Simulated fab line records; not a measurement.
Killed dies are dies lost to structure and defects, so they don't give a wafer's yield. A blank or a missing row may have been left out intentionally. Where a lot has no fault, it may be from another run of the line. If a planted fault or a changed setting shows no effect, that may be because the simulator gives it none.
One fault through the eyes of 2 desks	flow gf180mcu	numbers are kept per desk, each desk with only its own; the story behind them comes last

== FROM THE METROLOGY DESK ==
Means of the sampled wafers that have a number, per lot and without regard to the tool the lot ran on: this is what the gauges read. Marked OUT: a lot whose mean sits more than 4 standard deviations from the usual mean, which makes it out of limits; the brackets give that distance.
Columns: A = cdNm at GF_V5_CD_MEAS_14, usual 259.7 nm; B = V5_OVL at GF_V5_OVL_MEAS_15, usual 2 nm; C = TOP_METAL_OVL at GF_TOP_METAL_OVL_MEAS_15, usual -0.3 nm
lot	first seen here	A	B	C
L414	day 27 05:35	260.8	5	-0.4
L415	day 27 14:57	259.0	3	1.4
L416	day 28 00:42	258.4	-0	-1.4
L417	day 28 01:48	259.9	-2	0.5
L418	day 28 13:34	260.7	15	0.7
L419	day 28 23:09	259.2	3	-2.2
L420	day 29 04:25	259.2	-1	-0.1
L421	day 29 06:12	259.9	-4	-1.9
L422	day 29 21:54	261.2	-10	-1.4
L424	day 30 08:06	258.7	2	-0.6
L431	day 32 09:32	260.9	4	-2.2
L435	day 33 01:12	257.3	9	-0.7
L437	day 33 09:52	261.3	4	2.4
This desk's finding: nothing out of limits on any of the 13 lots.

== AT THE TOOL OWNER'S DESK: pvdSputter-02 ==
The tool's own readings at GF_TOP_METAL_SPUTTER_04 (material TiN, target thk 25 nm, time 20.8 s): means of the sampled wafers that have a number, for each lot that ran on this tool. Marked OUT: a lot whose mean sits more than 4 standard deviations from the usual mean, which makes it out of limits; the brackets give that distance.
Columns: A = cathodeDcPowerW at GF_TOP_METAL_SPUTTER_04, usual 6500.0 W; B = throttleValvePct at GF_TOP_METAL_SPUTTER_04, usual 30.1 %
lot	first seen here	A	B
L415	day 27 16:41	6501.1	30.5
L416	day 28 03:25	6500.5	31.4
L419	day 29 00:53	6499.7	29.8
L420	day 29 06:08	6499.9	30.7
L421	day 29 07:56	6500.1	29.3
L422	day 29 23:38	6498.9	30.7
L431	day 32 11:15	5554.8 (-99 or more) OUT	30.4
This desk finds L431 out of limits, L431 being first, at day 32 11:15 (cathodeDcPowerW at GF_TOP_METAL_SPUTTER_04). L415, L416, L419, L420, L421, L422 stayed within limits.

== PUT TOGETHER ==
The tool owner's desk had the chance to raise an alarm at day 32 11:15 on L431.
From the metrology desk's view, nothing was out of limits.
The metrology desk holds a record of L431, inside its limits.
All the named lots went through GF_TOP_METAL_SPUTTER_04 on pvdSputter-02.

== WHAT THE SIMULATOR HAD PUT IN ==
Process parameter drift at GF_TOP_METAL_SPUTTER_04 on pvdSputter-02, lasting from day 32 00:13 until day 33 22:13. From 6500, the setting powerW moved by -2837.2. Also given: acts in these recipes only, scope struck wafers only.
Shown lots that were struck: L431.
Hours from the fault's start to each desk's first reading out of limits: the tool owner's desk, 11.
